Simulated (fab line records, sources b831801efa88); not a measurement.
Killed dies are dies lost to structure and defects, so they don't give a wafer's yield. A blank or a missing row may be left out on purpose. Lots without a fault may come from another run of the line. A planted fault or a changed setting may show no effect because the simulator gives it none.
One fault seen from 2 desks | flow gf180mcu | each desk has only its own numbers; what lay behind them comes last

THE METROLOGY DESK
What the gauges read, lot by lot, whatever tool the lot ran on: means of the sampled wafers that have a number. A lot is out of limits, marked OUT, if its mean lies more than 4 standard deviations from the usual mean; the brackets give that distance.
Columns: A = HV_LDD_2_TW at GF_HV_LDD_TW_MEAS_23, usual 1063; B = V2_BOW at GF_V2_BOW_MEAS_05, usual 104 um; C = V2_OVL at GF_V2_OVL_MEAS_15, usual 2 nm
lot  | first seen here | A               | B   | C
L593 | day 11 23:07    | 1062            | 102 | -4
L594 | day 12 01:41    | 1061            | 106 | -1
L597 | day 13 01:48    | 1056            | 97  | -6
L599 | day 13 17:08    | 1056            | 106 | 2
L601 | day 14 11:34    | 1062            | 101 | 3
L602 | day 14 19:31    | 1109 (+8.2) OUT | 92  | 1
L603 | day 15 01:12    | 1112 (+8.7) OUT | 109 | 8
L606 | day 15 21:46    | 1062            | 96  | 5
L608 | day 16 10:10    | 1064            | 105 | -6
L609 | day 16 22:41    | 1061            | 108 | 7
L610 | day 17 07:22    | 1069            | 105 | 1
L611 | day 17 18:01    | 1073            | 108 | 10
L612 | day 17 21:43    | 1054            | 105 | -1
L613 | day 18 02:09    | 1065            | 103 | 4
This desk's finding: out of limits on L602, L603; first on L602, day 14 19:31 (HV_LDD_2_TW at GF_HV_LDD_TW_MEAS_23). In limits: L593, L594, L597, L599, L601, L606, L608, L609, L610, L611, L612, L613.

THE TOOL OWNER'S DESK: implanter-01
The tool's own readings at GF_HV_LDD_IMPLANT_21: means of the sampled wafers that have a number, for each lot that ran on this tool. A lot is out of limits, marked OUT, if its mean lies more than 4 standard deviations from the usual mean; the brackets give that distance.
Columns: A = dose_ions_cm2 at GF_HV_LDD_IMPLANT_21, usual 5.001e+13; B = faraday_current_uA at GF_HV_LDD_IMPLANT_21, usual 282
lot  | first seen here | A                           | B
L599 | day 13 16:55    | 5.007e+13                   | 286
L602 | day 14 19:16    | 5.786e+13 (+99 or more) OUT | 325 (+7.1) OUT
L603 | day 15 00:57    | 5.779e+13 (+99 or more) OUT | 322 (+6.6) OUT
L611 | day 17 17:46    | 5.003e+13                   | 282
This desk's finding: out of limits on L602, L603; first on L602, day 14 19:16 (dose_ions_cm2 at GF_HV_LDD_IMPLANT_21). In limits: L599, L611.

PUT TOGETHER
The tool owner's desk could have raised an alarm at day 14 19:16, on L602, L603.
The metrology desk could have raised an alarm at day 14 19:31, on L602, L603.
Of the lots named, all ran GF_HV_LDD_IMPLANT_21 on implanter-01.

WHAT THE SIMULATOR HAD PUT IN
Process parameter drift: implanter-01, from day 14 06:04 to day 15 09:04, at GF_HV_LDD_IMPLANT_21. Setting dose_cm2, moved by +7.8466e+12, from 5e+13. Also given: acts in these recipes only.
Lots struck among those shown: L602, L603.
Hours from the fault's start to each desk's first reading out of limits: the tool owner's desk, 13; the metrology desk, 13.
